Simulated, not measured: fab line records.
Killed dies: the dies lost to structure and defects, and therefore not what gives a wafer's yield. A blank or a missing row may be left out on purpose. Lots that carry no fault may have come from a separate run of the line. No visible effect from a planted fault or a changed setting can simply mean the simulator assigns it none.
A struck lot beside a sound one	flow sky130	16 steps out of a route of 708
Sound: the wafers L131.3, L131.5, L131.6. Struck: wafer L143.3 (L143.2, L143.4, from the same lot, were not struck and are left out); the cause is given at the end.
Each step with rows lists, per side, the tool, then ch with its chambers, then its first start. Under that, the readings that differ: sound wafers	struck wafers	difference of the means	sigmas: that difference in standard deviations of wafers without a fault.
alike: a reading whose means differ by less than 2 such deviations, as well as words and numbers matching on both sides. not compared: withheld readings; readings where some wafer has no value; bounds like >300 that might hide an equal value; numbers whose values overlap and for which the record gives no deviation.
A row with sigmas, a row that says differs or no value, or rows on one side alone: a step with any of these is where the two part. Numbers that don't overlap but have no deviation are shown without sigmas and don't part them. A reading that every wafer of one side lacks parts them only if that side has two wafers or more.

first, 7 steps without rows for these wafers: SKY_METAL4_HMDS_06 (prime time 60 s); SKY_METAL4_COAT_07 (resist thk 60 nm); SKY_METAL4_COAT_08 (resist thk 1140 nm); SKY_METAL4_SOFTBAKE_09 (time 90 s); SKY_METAL4_EXPOSE_10 (exposes mask MM4, target cd 300 nm); SKY_METAL4_PEB_11; SKY_METAL4_DEVELOP_12 (develop time 60 s).
SKY_METAL4_CD_MEAS_13: target cd 300 nm.
  struck on cd sem-02, day 45 22:13; sound on cd sem-02, day 42 14:35
  alike: cd nm
SKY_METAL4_OVL_MEAS_14:
  struck on overlay-02, day 45 22:19; sound on overlay-01, day 42 14:41
  alike: METAL4_OVL
SKY_METAL4_DESCUM_15: chemistry O2, time 8 s.
  sound on rie metal-04 ch 0,1, day 42 14:43; struck on rie metal-02 ch 1, day 45 22:20
  alike: drypump motor current A, oes product au
  not compared: rf hours counter h
SKY_METAL4_ETCH_16: etches BARC in N2/H2, stops on SiO2, time 88.2 s, target depth 60 nm.
  sound on rie metal-04 ch 0,1, day 42 14:48; struck on rie metal-02 ch 1, day 45 22:23
reading	sound	struck	difference	sigmas
run length s (s)	119.6 119.5 118.6	116.1	-3.1	-5
  alike: drypump motor current A, oes product au, throttle valve pct
  not compared: rf hours counter h
SKY_METAL4_ETCH_17: etches SiO2 in C4F8/O2/Ar, stops on TiN, time 3.9 s, target depth 15 nm.
  sound on rie diel-01 ch 0,1, day 42 14:53; struck on rie diel-01 ch 0, day 45 22:28
  alike: oes product au
  not compared: rf hours counter h
SKY_METAL4_METAL_ETCH_18: etches the open film in Cl2/BCl3, stops on SiO2, target depth 845 nm, time 183.1 s.
  sound on rie metal-02 ch 0,1, day 42 14:58; struck on rie metal-04 ch 1, day 45 22:29
reading	sound	struck	difference	sigmas
oes product au (a.u.)	0.868 0.869 0.866	0.788	-0.080	-14
run length s (s)	211.8 211.1 211.5	249.6	+38.1	+95
throttle valve pct (%)	22.261 22.275 22.264	22.248	-0.019	-2
model.KrF-thick_of_METAL4_COAT_08.thk nm (nm)	523.1 520.7 519.2	411.6	-109.4	
model.METAL4.cd nm (nm)	301.5 300.2 302.7	293.8	-7.7	
model.SiO2_of_VIA3_HDPCVD_00.thk nm (nm)	434 434.2 433.8	431.1	-2.9	
  alike: drypump motor current A
  not compared: rf hours counter h
SKY_METAL4_STRIP_19: strips in O2/N2.
  sound on plasma asher-01 ch 0,1, day 42 15:07; struck on plasma asher-04 ch 1, day 45 22:40
reading	sound	struck	difference	sigmas
oes product au (a.u.)	0.505 0.497 0.496	0.452	-0.047	-9
strip time to endpoint s (s)	6.51 6.48 6.46	5.38	-1.10	-16
  alike: drypump motor current A
  not compared: rf hours counter h
then, 1 step without rows for these wafers: SKY_METAL4_STRIP_20 (strips in post etch residue remover, time 1200 s).
SKY_PAD_OPEN_PROBE_99:
  the record holds rows for the sound wafers here (prober-02, day 46 13:07) but none for the struck ones

## WHERE THEY PART
First at SKY_METAL4_ETCH_16; last, within this record, at SKY_PAD_OPEN_PROBE_99.

WHY: what the simulator had put in
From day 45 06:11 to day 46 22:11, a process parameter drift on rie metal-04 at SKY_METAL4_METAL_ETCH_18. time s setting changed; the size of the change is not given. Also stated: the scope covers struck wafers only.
